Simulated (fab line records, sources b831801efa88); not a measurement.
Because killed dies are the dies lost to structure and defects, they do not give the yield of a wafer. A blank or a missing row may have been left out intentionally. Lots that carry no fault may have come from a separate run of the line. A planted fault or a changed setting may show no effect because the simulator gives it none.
The tool behind it: which one? / flow sky130 / 12 lots, 35 wafers sampled, at 2 steps of a route of 708

WHAT THE GAUGES SHOWED, per wafer
SKY_VIA1_CD_MEAS_12: target cd 150 nm. Usual: cdNm reads 150.6 nm (standard deviation 1.7).
lot=L404; measured=day 33 23:32; on=cdSem-01; cdNm (nm)=148.5 147.0 148.2; flag=
lot=L405; measured=day 34 02:50; on=cdSem-01; cdNm (nm)=151.6 150.0 151.4; flag=
lot=L406; measured=day 34 10:29; on=cdSem-01; cdNm (nm)=147.3 149.2 148.3; flag=
lot=L407; measured=day 34 20:53; on=cdSem-02; cdNm (nm)=151.5 150.6 149.5; flag=
lot=L408; measured=day 35 05:08; on=cdSem-02; cdNm (nm)=152.0 150.4 150.5; flag=
lot=L415; measured=day 37 11:45; on=cdSem-02; cdNm (nm)=52.3 151.5; flag=OFF
lot=L416; measured=day 37 19:44; on=cdSem-02; cdNm (nm)=150.3 150.4 51.8; flag=OFF
lot=L418; measured=day 38 04:16; on=cdSem-01; cdNm (nm)=150.6 151.2 148.4; flag=
lot=L424; measured=day 39 23:30; on=cdSem-01; cdNm (nm)=154.4 153.7 154.2; flag=
lot=L425; measured=day 40 11:58; on=cdSem-01; cdNm (nm)=146.9 148.3 145.7; flag=
lot=L426; measured=day 40 14:19; on=cdSem-02; cdNm (nm)=148.9 150.5 150.4; flag=
lot=L427; measured=day 42 00:05; on=cdSem-02; cdNm (nm)=152.4 152.1 153.5; flag=

EACH LOT AND THE TOOL THAT RAN IT (in order: tool; ch and the chambers of the sampled wafers; start)
lot=L404; SKY_VIA1_EXPOSE_09=krfScanner-01 ch 0, day 33 11:01
lot=L405; SKY_VIA1_EXPOSE_09=krfScanner-02 ch 0, day 33 14:43
lot=L406; SKY_VIA1_EXPOSE_09=krfScanner-01 ch 0, day 33 22:04
lot=L407; SKY_VIA1_EXPOSE_09=krfScanner-01 ch 0, day 34 07:11
lot=L408; SKY_VIA1_EXPOSE_09=krfScanner-01 ch 0, day 34 16:11
lot=L415; SKY_VIA1_EXPOSE_09=krfScanner-02 ch 0, day 36 23:08
lot=L416; SKY_VIA1_EXPOSE_09=krfScanner-02 ch 0, day 37 07:31
lot=L418; SKY_VIA1_EXPOSE_09=krfScanner-01 ch 0, day 37 15:12
lot=L424; SKY_VIA1_EXPOSE_09=krfScanner-02 ch 0, day 39 11:13
lot=L425; SKY_VIA1_EXPOSE_09=krfScanner-01 ch 0, day 40 00:48
lot=L426; SKY_VIA1_EXPOSE_09=krfScanner-01 ch 0, day 40 02:21
lot=L427; SKY_VIA1_EXPOSE_09=krfScanner-02 ch 0, day 41 13:10
- SKY_VIA1_EXPOSE_09: exposes mask VIM, target cd 150 nm.

WHAT THE TOOLS THEMSELVES READ (means of the sampled wafers that have a number; where no wafer has one, the mark that the record gives instead)
The record holds no such reading with a usual standard deviation.

THE ANSWER, worked out from the rows above alone
Rule: a lot is off if the mean of its wafers that have a number lies more than 3 standard deviations from the usual mean. Also off: a lot with no number at a reading for which 4 or more lots have one. Where the step has rows for the other lots, those lots are counted as sound. First the gauges in route order, then the tools' own readings, where a lot's mean is used as printed above. The first step at which some lot is off is used, and at that step the reading that is off furthest; a lot without a number counts as furthest.
Off: L415, L416, at SKY_VIA1_CD_MEAS_12 (cdNm).
A tool fits if, at a process step before that reading, it ran every lot that is off, and no sound lot after the first of them. Gauges at SKY_VIA1_CD_MEAS_12: tried the same way as those tools. None of those tried fits.

WHAT WAS PUT IN BY THE SIMULATOR
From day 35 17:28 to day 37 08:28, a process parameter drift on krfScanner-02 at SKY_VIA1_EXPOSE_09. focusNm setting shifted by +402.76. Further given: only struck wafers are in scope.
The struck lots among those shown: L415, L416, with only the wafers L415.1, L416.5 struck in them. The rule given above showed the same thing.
